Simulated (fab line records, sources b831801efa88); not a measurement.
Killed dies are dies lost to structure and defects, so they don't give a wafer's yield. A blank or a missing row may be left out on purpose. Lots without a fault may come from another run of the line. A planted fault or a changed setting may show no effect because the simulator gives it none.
fab line records | flow sky130
record lots=11 wafers=33 last_day=51
route steps=708 shown PWDE@52 RES_PROTECT@214 LDD_LDN@293 RES_XHIGH@341 LI_CONTACT@365 PAD_OPEN@708
lots that met no fault: from a run of the same line without faults
start_h: hours from the record's first day to the start of the lot's first wafer shown | wait_h: hours since the lot's step before | " the same as in the row above | L1.1+2: a row that stands for several wafers | - no value, or no start given | * or withheld: withheld | < > ~ a bound
route shown NAME@n: a module of which the file shows steps, and the number in the route of the first | usual: mean/standard deviation of fault-free wafers | same: alike in all rows | chamber/n: place in a boat | sites: the reading at each site | _std_site: their standard deviation | _edge_site: outer sites' mean less inner sites' | radius_mm: how far each site lies from the wafer's centre | mask NAME#n: copy n | behind: the tool/chamber that last shaped the wafer | hold: why the lot was held/for how many hours/how that ended | device: the transistor (n, p or np) that didn't switch | end of line: the same wafers' tests at the end of the route | a step without rows: its recipe alone | killed: dies lost to structure and defects at the first sort, not the wafer's yield | map: a wafer's dies, x killed, . not, _ none there
set.NAME: the setting as run; set.NAME@STEP: as run at that earlier step | model.NAME: the simulator's own value behind a step, which no gauge read
steps of the route over a sample of lots; a table a step, a row a wafer
services: from which hour (start_h, from the record's first day; less than 0 if before it) a tool's chamber was out of use, for how many hours, and why
## steps
# step SKY_PWDE_OVL_MEAS_07
# usual PWDE_OVL=0.7/1.5
# columns lot.wafer tool chamber start_h wait_h PWDE_OVL[nm]
L130.3 overlay-02 - 69.93 - 0.6
L130.4 " - " " 2.3
L130.5 " - " " 1.0
L131.2 overlay-02 - 81.04 - -0.5
L131.3 " - " " 0.2
L131.5 " - " " 0.0
L136.1 overlay-02 - 98.37 - -0.2
L136.2 " - " " -3.6
L136.6 " - " " -1.8
L138.4 overlay-01 - 112.41 - 1.0
L138.5 " - " " 1.6
L138.6 " - " " 1.7
L139.2 overlay-01 - 118.13 - -1.0
L139.5 " - " " 1.1
L139.6 " - " " 0.2
L140.2 overlay-01 - 123.19 - 0.5
L140.3 " - " " 1.3
L140.6 " - " " 2.0
L141.2 overlay-01 - 128.19 - -0.5
L141.3 " - " " -0.5
L141.5 " - " " 0.4
L143.3 overlay-01 - 139.18 - -1.9
L143.4 " - " " -0.2
L143.6 " - " " -0.4
L150.3 overlay-02 - 181.15 - -1.2
L150.4 " - " " 0.4
L150.5 " - " " -0.2
L151.2 overlay-01 - 189.04 - 3.0
L151.3 " - " " 1.8
L151.4 " - " " 2.3
L152.1 overlay-02 - 194.17 - -1.0
L152.3 " - " " 1.0
L152.6 " - " " -0.7
# step SKY_RES_PROTECT_STRIP_07
# recipe chemistry=O2/N2 power_w=1400 pressure_mtorr=1500 platen_temp_c=withheld o2_flow_sccm=3000 n2_flow_sccm=300 overash_fraction=0.5
# usual drypump_motor_current_A=6.1/0.36 oes_product_au=0.517/0.0043 strip_time_to_endpoint_s=23.30/0.044
# columns lot.wafer tool chamber start_h wait_h drypump_motor_current_A oes_product_au rf_hours_counter_h strip_time_to_endpoint_s
L130.3 plasma_asher-02 1 344.45 0.1 5.8 0.516 - 23.25
L130.4 " 0 " " 6.3 0.523 - 23.27
L130.5 " 1 " " 5.8 0.520 - 23.30
L131.2 plasma_asher-03 1 364.74 0.1 5.4 0.521 65 23.29
L131.3 " 0 " " 6.6 0.514 - 23.32
L131.5 " 0 " " 6.6 0.514 - 23.33
L136.1 plasma_asher-04 0 385.97 0.1 6.4 0.521 55 23.34
L136.2 " 1 " " 5.8 0.518 55 23.35
L136.6 " 1 " " 5.8 0.517 - 23.32
L139.2 plasma_asher-04 0 419.22 0.1 6.4 0.517 59 23.33
L139.5 " 1 " " 5.8 0.521 - 23.32
L139.6 " 0 " " 6.4 0.512 - 23.37
L138.4 plasma_asher-03 0 419.82 0.1 6.5 0.512 - 23.33
L138.5 " 1 " " 5.5 0.516 - 23.35
L138.6 " 0 " " 6.5 0.519 - 23.31
L140.2 plasma_asher-02 1 429.14 0.1 5.8 0.516 31 23.32
L140.3 " 0 " " 6.3 0.516 - 23.38
L140.6 " 0 " " 6.3 0.518 - 23.31
L141.2 plasma_asher-04 0 447.67 0.1 6.4 0.519 62 23.23
L141.3 " 1 " " 5.8 0.511 - 23.21
L141.5 " 0 " " 6.4 0.518 - 23.19
L143.3 plasma_asher-04 0 458.10 0.1 6.4 0.521 - 23.32
L143.4 " 1 " " 5.8 0.521 - 23.36
L143.6 " 1 " " 5.7 0.518 - 23.34
L150.3 plasma_asher-03 1 510.97 0.1 5.4 0.521 - 23.28
L150.4 " 0 " " 6.6 0.517 - 23.31
L150.5 " 1 " " 5.4 0.521 - 23.24
L152.1 plasma_asher-02 1 567.02 0.1 5.8 0.525 45 23.30
L152.3 " 1 " " 5.8 0.522 - 23.28
L152.6 " 0 " " 6.4 0.515 - 23.25
L151.2 plasma_asher-02 1 569.92 0.1 5.8 0.518 45 23.26
L151.3 " 0 " " 6.3 0.512 - 23.21
L151.4 " 1 " " 5.8 0.515 - 23.27
# step SKY_LDD_LDN_EXPOSE_04
# recipe mask_id=LDNTM na=0.6 source_shape=conventional sigma_outer=0.6 polarization=unpolarized target_cd_nm=700 dose_mj=140
# columns lot.wafer tool chamber start_h wait_h mask
L130.3+4+5 iline_stepper-01 0 512.63 - LDNTM#0
L131.2+3+5 iline_stepper-01 0 542.74 - LDNTM#0
L136.1+2+6 iline_stepper-01 0 559.00 - LDNTM#0
L139.2+5+6 iline_stepper-01 0 592.99 - LDNTM#0
L138.4+5+6 iline_stepper-01 0 593.40 - LDNTM#0
L140.2+3+6 iline_stepper-01 0 601.21 - LDNTM#0
L141.2+3+5 iline_stepper-01 0 620.80 - LDNTM#0
L143.3+4+6 iline_stepper-01 0 628.58 - URPM#0
L150.3+4+5 iline_stepper-01 0 680.45 - LDNTM#0
L152.1+3+6 iline_stepper-02 0 728.98 - LDNTM#0
L151.2+3+4 iline_stepper-02 0 734.02 - LDNTM#0
# step SKY_LDD_LDN_OVL_MEAS_07
# usual LDD_LDN_OVL=-0.3/1.4
# columns lot.wafer tool chamber start_h wait_h LDD_LDN_OVL[nm]
L130.3 overlay-02 - 528.45 0.1 1.3
L130.4 " - " " -0.5
L130.5 " - " " 0.8
L131.2 overlay-01 - 558.19 0.1 -0.6
L131.3 " - " " -1.9
L131.5 " - " " 0.5
L136.1 overlay-02 - 572.99 0.1 -0.9
L136.2 " - " " -0.4
L136.6 " - " " 0.4
L139.2 overlay-01 - 606.99 0.1 -1.6
L139.5 " - " " 0.1
L139.6 " - " " -0.2
L138.4 overlay-01 - 607.58 0.1 0.7
L138.5 " - " " 1.5
L138.6 " - " " 1.2
L140.2 overlay-02 - 615.22 0.1 0.0
L140.3 " - " " 0.2
L140.6 " - " " 0.4
L141.2 overlay-02 - 635.34 0.1 2.1
L141.3 " - " " 1.4
L141.5 " - " " 1.7
L143.3 overlay-02 - 642.70 0.1 -
L143.4 " - " " -
L143.6 " - " " -
L150.3 overlay-01 - 694.40 0.1 0.3
L150.4 " - " " 0.3
L150.5 " - " " -1.1
L152.1 overlay-01 - 743.62 0.1 -1.7
L152.3 " - " " -3.1
L152.6 " - " " -2.6
L151.2 overlay-01 - 747.57 0.1 1.4
L151.3 " - " " -0.4
L151.4 " - " " -0.9
# step SKY_LDD_LDN_TW_MEAS_13
# usual LDD_LDN_TW=1460/5.6
# columns lot.wafer tool chamber start_h wait_h LDD_LDN_TW
L130.3 film_metro-01 - 529.19 0.1 1454
L130.4 " - " " 1461
L130.5 " - " " 1459
L131.2 film_metro-01 - 558.93 0.1 1464
L131.3 " - " " 1456
L131.5 " - " " 1466
L136.1 film_metro-01 - 573.72 0.1 1465
L136.2 " - " " 1466
L136.6 " - " " 1463
L139.2 film_metro-04 - 607.73 0.1 1467
L139.5 " - " " 1467
L139.6 " - " " 1469
L138.4 film_metro-03 - 608.33 0.1 1448
L138.5 " - " " 1460
L138.6 " - " " 1449
L140.2 film_metro-04 - 615.96 0.1 1472
L140.3 " - " " 1463
L140.6 " - " " 1468
L141.2 film_metro-03 - 636.16 0.1 1450
L141.3 " - " " 1444
L141.5 " - " " 1446
L143.3 film_metro-01 - 643.44 0.1 30
L143.4 " - " " 30
L143.6 " - " " 30
L150.3 film_metro-01 - 695.14 0.1 1453
L150.4 " - " " 1459
L150.5 " - " " 1451
L152.1 film_metro-04 - 744.35 0.1 1454
L152.3 " - " " 1455
L152.6 " - " " 1458
L151.2 film_metro-03 - 748.31 0.1 1466
L151.3 " - " " 1456
L151.4 " - " " 1462
# step SKY_RES_XHIGH_TW_MEAS_09
# usual RES_XHIGH_TW=1633/20
# columns lot.wafer tool chamber start_h wait_h RES_XHIGH_TW
L130.3 film_metro-02 - 621.79 0.1 1667
L130.4 " - " " 1665
L130.5 " - " " 1680
L131.2 film_metro-03 - 649.85 0.1 1611
L131.3 " - " " 1611
L131.5 " - " " 1621
L136.1 film_metro-04 - 664.94 0.1 1621
L136.2 " - " " 1624
L136.6 " - " " 1624
L139.2 film_metro-03 - 696.20 0.1 1633
L139.5 " - " " 1632
L139.6 " - " " 1626
L138.4 film_metro-03 - 697.71 0.1 1620
L138.5 " - " " 1622
L138.6 " - " " 1622
L140.2 film_metro-03 - 703.09 0.1 1627
L140.3 " - " " 1615
L140.6 " - " " 1619
L141.2 film_metro-02 - 723.13 0.1 1671
L141.3 " - " " 1670
L141.5 " - " " 1663
L143.3 film_metro-04 - 728.44 0.1 1893
L143.4 " - " " 1897
L143.6 " - " " 1887
L150.3 film_metro-02 - 778.89 0.1 1663
L150.4 " - " " 1654
L150.5 " - " " 1662
L152.1 film_metro-04 - 826.97 0.1 1632
L152.3 " - " " 1632
L152.6 " - " " 1624
L151.2 film_metro-03 - 830.90 0.1 1617
L151.3 " - " " 1615
L151.4 " - " " 1613
# step SKY_LI_CONTACT_BOW_MEAS_03
# recipe mode=bow
# usual LI_CONTACT_BOW=56/6.5
# columns lot.wafer tool chamber start_h wait_h LI_CONTACT_BOW[um]
L130.3 film_metro-03 - 651.60 0.2 54
L130.4 " - " " 58
L130.5 " - " " 60
L131.2 film_metro-02 - 679.52 0.2 60
L131.3 " - " " 53
L131.5 " - " " 57
L136.1 film_metro-02 - 694.52 0.2 56
L136.2 " - " " 48
L136.6 " - " " 59
L139.2 film_metro-03 - 725.67 0.1 62
L139.5 " - " " 51
L139.6 " - " " 64
L138.4 film_metro-02 - 727.32 0.3 60
L138.5 " - " " 59
L138.6 " - " " 66
L140.2 film_metro-02 - 732.69 0.3 54
L140.3 " - " " 45
L140.6 " - " " 58
L141.2 film_metro-02 - 751.57 0.2 58
L141.3 " - " " 56
L141.5 " - " " 60
L143.3 film_metro-02 - 756.96 0.3 58
L143.4 " - " " 45
L143.6 " - " " 52
L150.3 film_metro-03 - 807.59 0.1 47
L150.4 " - " " 54
L150.5 " - " " 43
L152.1 film_metro-02 - 854.50 0.2 61
L152.3 " - " " 52
L152.6 " - " " 44
L151.2 film_metro-04 - 858.04 0.3 68
L151.3 " - " " 60
L151.4 " - " " 54
# step SKY_PAD_OPEN_PROBE_99
# usual killed_at_M0_to_M3=43/6.8 killed_at_M4_up=3.1/1.8 killed_at_contacts=25/5.8 killed_at_front_end=15/4.2 killed_at_other=0.3/0.5 killed_dies=87/9.7 killed_on_rim=17/4.1 killed_open=47/7.3 killed_short=39/6.6
# same gross_dies=492 killed_at_back_side=0
# columns lot.wafer tool chamber start_h wait_h killed_at_M0_to_M3 killed_at_M4_up killed_at_contacts killed_at_front_end killed_at_other killed_dies killed_on_rim killed_open killed_short
L143.3 prober-01 - 1155.78 0.2 35 2 15 439 1 492 96 38 28
L143.4 prober-01 - 1155.83 0.2 35 3 17 437 0 492 96 36 32
L143.6 prober-01 - 1155.93 0.2 49 4 19 419 1 492 96 50 38
# killed by level:class
L143.3 LDD_LDN:area_expose=426 VIA3:geometric_particle:open=10 VIA1:geometric_particle:open=8 CONTACT:geometric_particle:short=6 FIELD_ISO:geometric_particle:open=4 CONTACT:geometric_particle:open=4 SPACER:geometric_particle:short=3 VIA2:geometric_particle:open=3
L143.4 LDD_LDN:area_expose=424 VIA1:geometric_particle:open=9 FIELD_ISO:geometric_particle:short=7 CONTACT:geometric_particle:open=6 METAL1:geometric_particle:short=5 VIA3:geometric_particle:open=5 VIA2:geometric_particle:open=5 LI_CONTACT:geometric_particle:open=4
L143.6 LDD_LDN:area_expose=404 VIA1:geometric_particle:open=10 VIA2:geometric_particle:open=9 FIELD_ISO:geometric_particle:open=7 CONTACT:geometric_particle:open=6 METAL1:geometric_particle:short=6 METAL2:geometric_particle:short=6 VIA3:geometric_particle:open=5
## services
# columns tool chamber start_h hours kind
iline_stepper-01 - 348.18 1.7 pm
iline_stepper-01 - 350.92 5.8 repair
iline_stepper-02 - 355.39 5.4 repair
iline_stepper-02 - 362.65 1.7 pm
plasma_asher-02 - 382.35 14.6 pm
iline_stepper-01 - 413.89 3.4 repair
iline_stepper-02 - 465.01 2.1 pm
iline_stepper-02 - 467.09 - consumable_replace:lamp
iline_stepper-01 - 491.35 4.1 repair
iline_stepper-01 - 516.40 0.8 repair
plasma_asher-03 - 541.40 10.2 repair
iline_stepper-02 - 547.25 10.9 repair
iline_stepper-01 - 566.36 1.7 pm
iline_stepper-01 - 568.46 2.0 repair
iline_stepper-02 - 580.85 1.7 pm
plasma_asher-03 - 649.88 4.2 repair
plasma_asher-02 - 688.67 2.8 pm
iline_stepper-02 - 715.16 9.7 repair
iline_stepper-01 - 728.57 6.9 repair
plasma_asher-03 - 733.75 9.0 pm
plasma_asher-03 0 733.75 9.0 vent_cycle
plasma_asher-03 1 733.75 9.0 vent_cycle
## key
first_sign step=SKY_LDD_LDN_EXPOSE_04 reading=mask direction=changed
effect step=SKY_LDD_LDN_OVL_MEAS_07 reading=LDD_LDN_OVL direction=missing
effect step=SKY_LDD_LDN_TW_MEAS_13 reading=LDD_LDN_TW direction=down sigmas=99+ usual=1460 struck=30
effect step=SKY_RES_XHIGH_TW_MEAS_09 reading=RES_XHIGH_TW direction=up sigmas=13 usual=1633 struck=1892
effect step=SKY_PAD_OPEN_PROBE_99 reading=killed_at_front_end direction=up sigmas=99+ usual=15 struck=432
more_kills_born_at SKY_LDD_LDN_EXPOSE_04@iline_stepper-01=1254
met_at SKY_LDD_LDN_EXPOSE_04
struck_lots L143
tester_left_out L143
not_acting_at SKY_PWDE_OVL_MEAS_07,SKY_RES_PROTECT_STRIP_07,SKY_LI_CONTACT_BOW_MEAS_03
onset_between 620.80 628.58
fault kind=wrong_mask tool=any chamber=- onset_h=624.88 steps=SKY_LDD_LDN_EXPOSE_04 aux_copy=URPM#0 scope=struck_lots_only
# tester_left_out: of these lots the tester's yield and bins aren't shown, on N5 and GAA mostly nor the transistor test; their killed dies are dies lost to structure and defects alone, not to doping, threshold or leakage, so they don't give the yield
